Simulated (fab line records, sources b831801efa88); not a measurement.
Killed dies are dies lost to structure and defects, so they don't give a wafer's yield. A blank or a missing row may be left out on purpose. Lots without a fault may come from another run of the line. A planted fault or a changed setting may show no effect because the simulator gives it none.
Chamber matching | flow sky130 | SKY_LI_CONTACT_CMP_02 on cmp-01: 4 sister chambers
The step polishes PSG. 8 wafers are shown with their chamber, then 7 later ones without.

WAFERS WITH THEIR CHAMBER
wafer  | chamber | motor_current_A (A) | time_to_endpoint_s (s)
L503.1 | 3       | 9.6                 | 31.8
L503.6 | 1       | 11.2                | 32.5
L505.3 | 0       | 12.7                | 30.6
L505.4 | 2       | 12.7                | 34.3
L505.6 | 0       | 12.1                | 33.2
L507.1 | 3       | 10.4                | 34.1
L507.3 | 1       | 11.0                | 32.5
L507.6 | 2       | 13.3                | 33.4

WAFERS WITHOUT THEIR CHAMBER
wafer  | motor_current_A (A) | time_to_endpoint_s (s)
L508.1 | 10.3                | 31.0
L508.4 | 11.9                | 27.5
L508.5 | 10.4                | 28.7
L515.6 | 10.9                | 30.1
L516.3 | 12.6                | 29.8
L516.6 | 12.9                | 30.2
L517.1 | 10.1                | 27.4

WHICH CHAMBER EACH WENT THROUGH
wafer  | from the rows above          | in truth
L508.1 | can't be placed: 3 or 1      | 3
L508.4 | can't be placed: 0 or 1 or 2 | 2
L508.5 | can't be placed: 1 or 3 or 0 | 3
L515.6 | can't be placed: 1 or 3 or 0 | 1
L516.3 | can't be placed: 0 or 2      | 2
L516.6 | can't be placed: 0 or 2      | 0
L517.1 | can't be placed: 3 or 1      | 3
Placed correctly: 0 of 7. Can't be placed from these rows: 7 (the true chamber is among the candidates in 7). Placed wrongly: 0.
How it was worked out, from the rows above alone: a wafer's distance from a chamber is the root of the sum, over the readings, of the square of ((its reading less the chamber's mean) divided by the reading's scatter). The wafer belongs to the nearest chamber; if the next one is less than 2 further off, it can't be placed. A chamber's mean is the mean of its shown wafers. The scatter: the root of (the sum of the squares of (reading less its chamber's mean) over the shown wafers, divided by (wafers less chambers)).
